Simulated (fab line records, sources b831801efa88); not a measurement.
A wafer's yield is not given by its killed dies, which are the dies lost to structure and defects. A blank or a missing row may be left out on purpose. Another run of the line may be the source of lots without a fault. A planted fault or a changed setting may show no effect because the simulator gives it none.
Code-filled problem report in 8D (eight disciplines) form / flow sky130 / the parts of the form that need people (team, actions taken, sign-off) are left out

1. THE ISSUE
Across 4 wafers from 2 lots, CONTACT_W_RS at SKY_CONTACT_RS_MEAS_25 averages 0.442 ohm/sq, while fault-free wafers read 0.337 ohm/sq with a standard deviation of 0.0044. That puts it +24 standard deviations away from the usual mean.
The step: measures by four-point-probe.
Seen first at day 33 09:43 on filmMetro-02, wafer L918.2. Wafers with a number at this step in the record: 29, from 10 lots. By rule, "out" or "out of limits" means more than 4 standard deviations away from the usual mean. The other wafers with a number count as sound.

2. WHAT IT IS; WHAT IT IS NOT
question=which readings at this step | is=CONTACT_W_RS | is not=-
question=which lots | is=L918, L919 | is not=L913, L917, L920, L928, L929, L930, L935, L936
question=which wafers of those lots | is=L918.2, L918.6, L919.2, L919.6 | is not=L918.1
question=read on which gauges | is=filmMetro-01, filmMetro-02 | is not=filmMetro-03
question=when | is=from day 33 09:43 | is not=up to then (7 sound wafers); but 18 sound wafers of L920, L928, L929, L930, L935, L936 came after

3. SUSPECTS, AND WHAT RULES EACH OUT
Counting: a tool at a process step up to the reading stays a suspect if it ran every lot that is out. Sound lots after the first of them don't rule it out here, since some wafers of a struck lot are sound.
- the gauge at SKY_CONTACT_RS_MEAS_25 is ruled out. The wafers that are out were read on 2 gauges (filmMetro-01, filmMetro-02).
- plasmaAsher-01 at SKY_CONTACT_STRIP_19 (strips in O2/N2): kept. It ran every lot that is out, first L918 (day 33 08:57); its last sound lot up to then is L917 (day 32 14:58).
- cvdW-02 at SKY_CONTACT_CVD_24 (deposits W, target thk 340 nm, time 102.12 s): kept. It ran every lot that is out, first L918 (day 33 09:37); its last sound lot up to then is L917 (day 32 15:37).
After counting, plasmaAsher-01 at SKY_CONTACT_STRIP_19 and cvdW-02 at SKY_CONTACT_CVD_24 remain.

4. THE CAUSE (what the simulator had put in)
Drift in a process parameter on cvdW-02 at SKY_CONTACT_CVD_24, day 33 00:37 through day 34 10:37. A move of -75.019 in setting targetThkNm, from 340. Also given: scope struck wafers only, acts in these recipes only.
Of the 2 suspects that counting leaves, this tool is one.

5. THE EFFECT CHAIN, in route order
Each row: a reading where the mean over the struck wafers with a number is more than 3 standard deviations away from the usual. Only readings for which the record gives a usual standard deviation are gone through. hours: the time from each lot's start at the first step in this table that gives one to its start at this step, as a median over the lots. sigmas: the change in usual standard deviations.
hours=0; step=SKY_CONTACT_RS_MEAS_25; reading=CONTACT_W_RS; usual=0.337 ohm/sq; on struck wafers=0.442; change=+0.105; sigmas=+24
hours=4; step=SKY_CONTACT_THK_MEAS_26; reading=CONTACT_W_THK; usual=344 nm; on struck wafers=262; change=-82; sigmas=-13
hours=6; step=SKY_CONTACT_CMP_27; reading=timeToEndpointS; usual=80 s; on struck wafers=59; change=-21; sigmas=-4.5
Process steps it contains:
- SKY_CONTACT_CMP_27: polishes, stops on SiO2, t overpolish 15 s, target thk 0 nm.

6. WHAT WOULD HAVE CAUGHT IT SOONER
Counted from the fault's start at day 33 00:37, it took 9 hours until the first out-of-limits reading at a measuring or inspecting step in this record, taken at day 33 09:43.
Tool readings at SKY_CONTACT_CVD_24 with a usual standard deviation given in the record: none out on any struck wafer, hence no alarm at a limit of 4 standard deviations on them.
Of the lots that are out (2), L919 began SKY_CONTACT_CVD_24 on cvdW-02 after day 33 09:43. It would have been spared by a hold on the tool at that moment.
